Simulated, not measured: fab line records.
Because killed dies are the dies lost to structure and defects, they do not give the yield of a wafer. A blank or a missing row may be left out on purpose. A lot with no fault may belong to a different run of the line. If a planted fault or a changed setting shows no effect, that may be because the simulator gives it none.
Split-lot trial || flow sfq line || 19 wafers read from 5 lots, route of 325 steps

THE SPLIT ITSELF
At SFQ_TRILAYER_R5_LITHO_COAT_136 (resist thk 600 nm), the setting resist thk nm was moved away from the recipe's 600 nm on 6 of the 19 wafers read, by -3.5% to -3.0%. This setting was run at the recipe's value on the other wafers.

Between the split and the reading, the file records no step.

THE READING
KrF_of_TRILAYER_R5_LITHO_COAT_136.thk nm (the simulator's own value, which no gauge read), in nm, at SFQ_TRILAYER_R5_ETCH_METAL_ETCH_139 (etches the open film in Cl2, stops on SiO2, target depth 60 nm, time 40 s). There is no usual value for it anywhere in the file. The 13 wafers here that ran the recipe average 497.5 nm, standard deviation 2.3 nm.

{"wafer": "L074.1", "tool, chamber at the split": "litho track-04, 0", "resist thk nm as run, nm": 600, "against the recipe": "recipe", "KrF_of_TRILAYER_R5_LITHO_COAT_136.thk nm, nm": 496.6, "against lot-mates on the recipe": "-"}
{"wafer": "L074.5", "tool, chamber at the split": "litho track-04, 0", "resist thk nm as run, nm": 600, "against the recipe": "recipe", "KrF_of_TRILAYER_R5_LITHO_COAT_136.thk nm, nm": 497.2, "against lot-mates on the recipe": "-"}
{"wafer": "L074.6", "tool, chamber at the split": "litho track-04, 0", "resist thk nm as run, nm": 600, "against the recipe": "recipe", "KrF_of_TRILAYER_R5_LITHO_COAT_136.thk nm, nm": 497.3, "against lot-mates on the recipe": "-"}
{"wafer": "L076.1", "tool, chamber at the split": "litho track-04, 0", "resist thk nm as run, nm": 600, "against the recipe": "recipe", "KrF_of_TRILAYER_R5_LITHO_COAT_136.thk nm, nm": 500.4, "against lot-mates on the recipe": "-"}
{"wafer": "L076.2", "tool, chamber at the split": "litho track-04, 0", "resist thk nm as run, nm": 582, "against the recipe": "-3.0%", "KrF_of_TRILAYER_R5_LITHO_COAT_136.thk nm, nm": 482.6, "against lot-mates on the recipe": -17.8}
{"wafer": "L076.4", "tool, chamber at the split": "litho track-04, 0", "resist thk nm as run, nm": 582, "against the recipe": "-3.0%", "KrF_of_TRILAYER_R5_LITHO_COAT_136.thk nm, nm": 481, "against lot-mates on the recipe": -19.4}
{"wafer": "L076.5", "tool, chamber at the split": "litho track-04, 0", "resist thk nm as run, nm": 582, "against the recipe": "-3.0%", "KrF_of_TRILAYER_R5_LITHO_COAT_136.thk nm, nm": 481.5, "against lot-mates on the recipe": -18.9}
{"wafer": "L076.6", "tool, chamber at the split": "litho track-04, 0", "resist thk nm as run, nm": 600, "against the recipe": "recipe", "KrF_of_TRILAYER_R5_LITHO_COAT_136.thk nm, nm": 500.4, "against lot-mates on the recipe": "-"}
{"wafer": "L077.2", "tool, chamber at the split": "litho track-04, 0", "resist thk nm as run, nm": 600, "against the recipe": "recipe", "KrF_of_TRILAYER_R5_LITHO_COAT_136.thk nm, nm": 493.3, "against lot-mates on the recipe": "-"}
{"wafer": "L077.5", "tool, chamber at the split": "litho track-04, 0", "resist thk nm as run, nm": 600, "against the recipe": "recipe", "KrF_of_TRILAYER_R5_LITHO_COAT_136.thk nm, nm": 494.3, "against lot-mates on the recipe": "-"}
{"wafer": "L077.6", "tool, chamber at the split": "litho track-04, 0", "resist thk nm as run, nm": 600, "against the recipe": "recipe", "KrF_of_TRILAYER_R5_LITHO_COAT_136.thk nm, nm": 498.4, "against lot-mates on the recipe": "-"}
{"wafer": "L081.1", "tool, chamber at the split": "litho track-02, 0", "resist thk nm as run, nm": 600, "against the recipe": "recipe", "KrF_of_TRILAYER_R5_LITHO_COAT_136.thk nm, nm": 497.3, "against lot-mates on the recipe": "-"}
{"wafer": "L081.2", "tool, chamber at the split": "litho track-02, 0", "resist thk nm as run, nm": 600, "against the recipe": "recipe", "KrF_of_TRILAYER_R5_LITHO_COAT_136.thk nm, nm": 494.5, "against lot-mates on the recipe": "-"}
{"wafer": "L081.4", "tool, chamber at the split": "litho track-02, 0", "resist thk nm as run, nm": 600, "against the recipe": "recipe", "KrF_of_TRILAYER_R5_LITHO_COAT_136.thk nm, nm": 497.9, "against lot-mates on the recipe": "-"}
{"wafer": "L083.1", "tool, chamber at the split": "litho track-03, 0", "resist thk nm as run, nm": 579, "against the recipe": "-3.5%", "KrF_of_TRILAYER_R5_LITHO_COAT_136.thk nm, nm": 477.8, "against lot-mates on the recipe": -21.9}
{"wafer": "L083.2", "tool, chamber at the split": "litho track-03, 0", "resist thk nm as run, nm": 600, "against the recipe": "recipe", "KrF_of_TRILAYER_R5_LITHO_COAT_136.thk nm, nm": 499.1, "against lot-mates on the recipe": "-"}
{"wafer": "L083.4", "tool, chamber at the split": "litho track-03, 0", "resist thk nm as run, nm": 579, "against the recipe": "-3.5%", "KrF_of_TRILAYER_R5_LITHO_COAT_136.thk nm, nm": 480.6, "against lot-mates on the recipe": -19.1}
{"wafer": "L083.5", "tool, chamber at the split": "litho track-03, 0", "resist thk nm as run, nm": 579, "against the recipe": "-3.5%", "KrF_of_TRILAYER_R5_LITHO_COAT_136.thk nm, nm": 482.2, "against lot-mates on the recipe": -17.5}
{"wafer": "L083.6", "tool, chamber at the split": "litho track-03, 0", "resist thk nm as run, nm": 600, "against the recipe": "recipe", "KrF_of_TRILAYER_R5_LITHO_COAT_136.thk nm, nm": 500.3, "against lot-mates on the recipe": "-"}

THE FIT
A straight line over all 19 wafers: KrF_of_TRILAYER_R5_LITHO_COAT_136.thk nm changes by +5.06 nm for each +1% of resist thk nm; r = +0.97; the points scatter about the line by 2.2 nm.
The same after taking each lot's own level away (the mean of its wafers on the recipe; 19 wafers): +5.84 nm for each +1%; r = +0.99; scatter 1.5 nm.
On that fit, the largest move of resist thk nm shifts the reading by 20 nm.
The lots' own levels span 495.33 to 500.40 nm, that is 2.2 times the standard deviation above.
Hence the slope depends on the lot-to-lot level, as the two fits are not the same.
Check: for one of the wafers moved furthest among these (-3.5%), held out of the fit, the line's prediction against its lot-mates is -20.1 nm. It came out at -21.9 nm against them.

OTHER SPLITS APPLIED TO THESE WAFERS
Before the reading, these wafers also passed through other splits. Each is held against what the fit with the lots' levels taken away leaves over:
{"other split on the same wafers": "SFQ_TRILAYER_R5_DEP_SPUTTER_134 power w", "wafers away from the commonest value": 3, "r with KrF_of_TRILAYER_R5_LITHO_COAT_136.thk nm (lot level and that fit taken away)": "+0.15"}

THE WHOLE CHAIN: every reading that the file lists as answering this split, in the file's order
{"step": "SFQ_TRILAYER_R5_LITHO_COAT_136", "what it does": "resist thk 600 nm", "reading": "KrF_of_TRILAYER_R5_LITHO_COAT_136.thk nm (the simulator's own value, which no gauge read)", "change (the file's fit)": "+6.2 nm for each +1% of the setting", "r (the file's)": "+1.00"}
{"step": "SFQ_TRILAYER_R5_ETCH_METAL_ETCH_139", "what it does": "etches the open film in Cl2, stops on SiO2, target depth 60 nm, time 40 s", "reading": "KrF_of_TRILAYER_R5_LITHO_COAT_136.thk nm (the simulator's own value, which no gauge read)", "change (the file's fit)": "+5.85 nm for each +1% of the setting", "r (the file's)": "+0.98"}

FILE'S OWN FIT
KrF_of_TRILAYER_R5_LITHO_COAT_136.thk nm changes by +5.85 nm for each +1% of resist thk nm, r = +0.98.
